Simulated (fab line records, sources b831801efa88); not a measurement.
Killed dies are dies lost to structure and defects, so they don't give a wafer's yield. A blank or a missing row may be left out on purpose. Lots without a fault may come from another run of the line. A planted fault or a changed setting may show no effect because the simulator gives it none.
fab line records | flow sky130
record lots=13 wafers=39 last_day=50
route steps=708 shown FIELD_ISO@15
lots that met no fault: from a run of the same line without faults
start_h: hours from the record's first day to the start of the lot's first wafer shown | wait_h: hours since the lot's step before | " the same as in the row above | L1.1+2: a row that stands for several wafers | - no value, or no start given | * or withheld: withheld | < > ~ a bound
route shown NAME@n: a module of which the file shows steps, and the number in the route of the first | usual: mean/standard deviation of fault-free wafers | same: alike in all rows | chamber/n: place in a boat | sites: the reading at each site | _std_site: their standard deviation | _edge_site: outer sites' mean less inner sites' | radius_mm: how far each site lies from the wafer's centre | mask NAME#n: copy n | behind: the tool/chamber that last shaped the wafer | hold: why the lot was held/for how many hours/how that ended | device: the transistor (n, p or np) that didn't switch | end of line: the same wafers' tests at the end of the route | a step without rows: its recipe alone | killed: dies lost to structure and defects at the first sort, not the wafer's yield | map: a wafer's dies, x killed, . not, _ none there
set.NAME: the setting as run; set.NAME@STEP: as run at that earlier step | model.NAME: the simulator's own value behind a step, which no gauge read
steps of the route over a sample of lots; a table a step, a row a wafer
services: from which hour (start_h, from the record's first day; less than 0 if before it) a tool's chamber was out of use, for how many hours, and why
## steps
# step SKY_FIELD_ISO_ETCH_14
# recipe chemistry=N2/H2 target=BARC ion_energy_ev=200 source_w=500 bias_w=100 pressure_mtorr=30 n2_flow_sccm=100 h2_flow_sccm=200 stop_on=SiO2 time_s=45.9 target_depth_a=600
# usual drypump_motor_current_A=5.6/0.4 oes_product_au=0.855/0.0045 run_length_s=74.0/0.41 throttle_valve_pct=13.225/0.0096
# columns lot.wafer tool chamber start_h wait_h drypump_motor_current_A oes_product_au rf_hours_counter_h run_length_s throttle_valve_pct
L588.2 rie_diel-02 1 29.41 0.1 5.8 0.849 31 73.6 13.258
L588.3 " 3 " " 5.3 0.859 163 73.5 13.226
L588.6 " 2 " " 5.6 0.859 - 74.2 13.215
L589.2 rie_diel-01 0 35.86 0.1 5.7 0.856 14 73.6 13.238
L589.4 " 3 " " 5.2 0.855 157 73.7 13.230
L589.5 " 2 " " 4.9 0.851 - 75.3 13.227
L590.2 rie_diel-02 3 38.06 0.1 5.3 0.858 163 73.4 13.212
L590.3 " 2 " " 5.6 0.857 2 74.1 13.216
L590.6 " 0 " " 5.2 0.848 - 74.2 13.220
L591.2 rie_diel-02 2 45.15 0.1 5.6 0.857 2 74.5 13.223
L591.5 " 0 " " 5.2 0.855 - 73.8 13.218
L591.6 " 1 " " 5.8 0.865 - 73.9 13.225
L592.1 rie_diel-02 3 50.81 0.1 5.3 0.855 163 73.6 13.224
L592.2 " 1 " " 5.8 0.856 31 74.3 13.216
L592.3 " 0 " " 5.2 0.856 111 73.8 13.236
L594.4 rie_diel-04 1 59.35 0.0 6.0 0.850 76 74.7 13.210
L594.5 " 0 " " 5.7 0.856 - 74.3 13.226
L594.6 " 3 " " 6.0 0.853 - 74.4 13.218
L595.1 rie_diel-02 3 66.80 0.1 5.3 0.859 163 73.4 13.222
L595.2 " 2 " " 5.6 0.859 2 74.8 13.231
L595.3 " 0 " " 5.2 0.857 111 73.9 13.225
L597.2 rie_diel-01 1 76.60 0.1 6.2 0.866 43 74.4 13.227
L597.4 " 2 " " 4.9 0.860 1 74.8 13.228
L597.6 " 0 " " 5.7 0.852 - 73.8 13.220
L598.1 rie_diel-02 0 82.76 0.1 5.2 0.857 111 73.7 13.238
L598.5 " 1 " " 5.8 0.867 - 74.0 13.219
L598.6 " 0 " " 5.2 0.852 - 73.8 13.229
L600.2 rie_diel-02 0 91.20 0.1 5.2 0.856 111 74.3 13.233
L600.5 " 0 " " 5.2 0.853 - 73.8 13.227
L600.6 " 1 " " 5.8 0.849 - 73.9 13.221
L604.2 rie_diel-01 2 114.26 0.1 5.0 0.854 2 74.8 13.232
L604.3 " 1 " " 6.2 0.855 44 74.2 13.218
L604.4 " 3 " " 5.2 0.860 - 74.1 13.228
L606.1 rie_diel-02 3 122.55 0.1 5.3 0.886 0 71.5 13.240
L606.2 " 0 " " 5.2 0.861 112 73.8 13.211
L606.4 " 1 " " 5.9 0.851 32 73.6 13.238
L611.4 rie_diel-01 0 150.60 0.0 5.7 0.855 17 73.4 13.225
L611.5 " 1 " " 6.2 0.854 - 74.2 13.241
L611.6 " 0 " " 5.7 0.852 - 73.6 13.232
## services
# columns tool chamber start_h hours kind
rie_diel-02 1 7.95 8.8 repair
rie_diel-01 2 9.03 - clean
rie_diel-01 2 9.03 12.4 scheduled_down
rie_diel-01 2 9.03 12.4 vent_cycle
rie_diel-01 3 33.68 1.8 repair
rie_diel-02 3 92.06 - clean
rie_diel-02 3 92.06 15.0 scheduled_down
rie_diel-02 3 92.06 15.0 vent_cycle
rie_diel-01 0 110.05 7.0 repair
rie_diel-02 3 113.46 7.2 repair
rie_diel-01 3 127.07 - clean
rie_diel-01 3 127.07 17.4 scheduled_down
rie_diel-01 3 127.07 17.4 vent_cycle
rie_diel-04 0 130.47 16.7 repair
rie_diel-02 0 148.40 13.5 repair
rie_diel-02 3 150.20 5.3 repair
## key
first_sign step=SKY_FIELD_ISO_ETCH_14 reading=oes_product_au direction=up sigmas=6.9 usual=0.855 struck=0.886
effect step=SKY_FIELD_ISO_ETCH_14 reading=run_length_s direction=down sigmas=6.2 usual=* struck=*
met_at SKY_FIELD_ISO_ETCH_14
struck_lots L606
struck_wafers L606.1
tester_left_out L606
onset_between 66.80 122.55
fault kind=process_parameter_drift tool=rie_diel-02 chamber=3 onset_h=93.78 steps=SKY_FIELD_ISO_ETCH_14 channel=time_s offset=* shape=step end_h=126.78 acts_in=* stated=*
# tester_left_out: of these lots the tester's yield and bins aren't shown, on N5 and GAA mostly nor the transistor test; their killed dies are dies lost to structure and defects alone, not to doping, threshold or leakage, so they don't give the yield
